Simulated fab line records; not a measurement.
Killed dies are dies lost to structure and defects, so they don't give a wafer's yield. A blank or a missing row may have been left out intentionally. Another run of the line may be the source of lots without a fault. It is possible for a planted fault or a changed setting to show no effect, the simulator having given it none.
One fault through the eyes of 2 desks + flow sky130 + numbers are kept per desk, each desk with only its own; the story behind them comes last

FROM THE METROLOGY DESK
What the gauges read, lot by lot, whatever tool the lot ran on: means of the sampled wafers that have a number. Marked OUT: a lot whose mean sits more than 4 standard deviations from the usual mean, which makes it out of limits; the brackets give that distance.
Columns: A = GATE_OXIDE_TW at SKY_GATE_OXIDE_TW_MEAS_14, usual 223.4; B = POLY_GATE_CVD_03_THK at SKY_POLY_GATE_THK_MEAS_04, usual 75.0 nm; C = LDD_HVN_TW at SKY_LDD_HVN_TW_MEAS_10, usual 1432; D = LDD_HVP_TW at SKY_LDD_HVP_TW_MEAS_10, usual 455
| lot  | first seen here | A     | B    | C    | D   |
|------|-----------------|-------|------|------|-----|
| L554 | day 13 17:39    | 224.9 | 75.6 | 1426 | 453 |
| L556 | day 14 13:11    | 225.9 | 75.0 | 1450 | 451 |
| L561 | day 16 06:58    | 221.8 | 75.6 | 1414 | 449 |
| L560 | day 16 07:50    | 224.3 | 75.1 | 1431 | 444 |
| L562 | day 16 19:43    | 222.5 | 75.4 | 1427 | 442 |
| L563 | day 17 01:23    | 224.8 | 76.1 | 1419 | 445 |
| L568 | day 18 13:19    | 221.7 | 75.6 | 1431 | 458 |
| L569 | day 19 03:05    | 224.0 | 73.8 | 1431 | 454 |
| L570 | day 19 11:44    | 224.3 | 74.7 | 1425 | 456 |
| L572 | day 20 05:41    | 222.6 | 73.6 | 1439 | 458 |
| L574 | day 20 21:13    | 221.7 | 74.0 | 1434 | 458 |
| L576 | day 21 12:50    | 222.2 | 74.2 | 1439 | 457 |
| L577 | day 21 16:21    | 221.6 | 74.7 | 1442 | 458 |
Result from this desk: across the 13 lots, nothing is out of limits.

AT THE TOOL OWNER'S DESK: implanter-04
SKY_LDD_HVP_IMPLANT_08, tool's own readings: per-lot mean of the sampled wafers with a number, covering each lot this tool ran. Marked OUT: a lot whose mean sits more than 4 standard deviations from the usual mean, which makes it out of limits; the brackets give that distance.
Columns: A = dose_ions_cm2 at SKY_LDD_HVP_IMPLANT_08, usual 1.7002e+13; B = faraday_current_uA at SKY_LDD_HVP_IMPLANT_08, usual 95.9
| lot  | first seen here | A                    | B               |
|------|-----------------|----------------------|-----------------|
| L556 | day 22 09:46    | 1.6991e+13           | 94.7            |
| L560 | day 24 13:32    | 1.5379e+13 (-90) OUT | 86.8 (-5.4) OUT |
| L562 | day 24 19:32    | 1.5390e+13 (-90) OUT | 85.8 (-5.9) OUT |
| L563 | day 25 00:04    | 1.5387e+13 (-90) OUT | 86.1 (-5.7) OUT |
| L574 | day 28 17:02    | 1.6993e+13           | 94.4            |
This desk's finding: out of limits on L560, L562, L563; first on L560, day 24 13:32 (dose_ions_cm2 at SKY_LDD_HVP_IMPLANT_08). L556, L574: within limits.

TAKEN TOGETHER
The tool owner's desk had the chance to raise an alarm at day 24 13:32 on L560, L562, L563.
Nothing out of limits was seen by the metrology desk.
The metrology desk holds a record of L560, L562, L563, inside its limits.
SKY_LDD_HVP_IMPLANT_08 was run on implanter-04 by each of the lots named.

WHAT WAS PUT IN BY THE SIMULATOR
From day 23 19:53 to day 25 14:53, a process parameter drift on implanter-04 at SKY_LDD_HVP_IMPLANT_08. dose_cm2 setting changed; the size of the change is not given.
Struck lots among those shown: L560, L562, L563.
Time in hours from fault onset to the first out-of-limits reading at each desk: the tool owner's desk, 18.
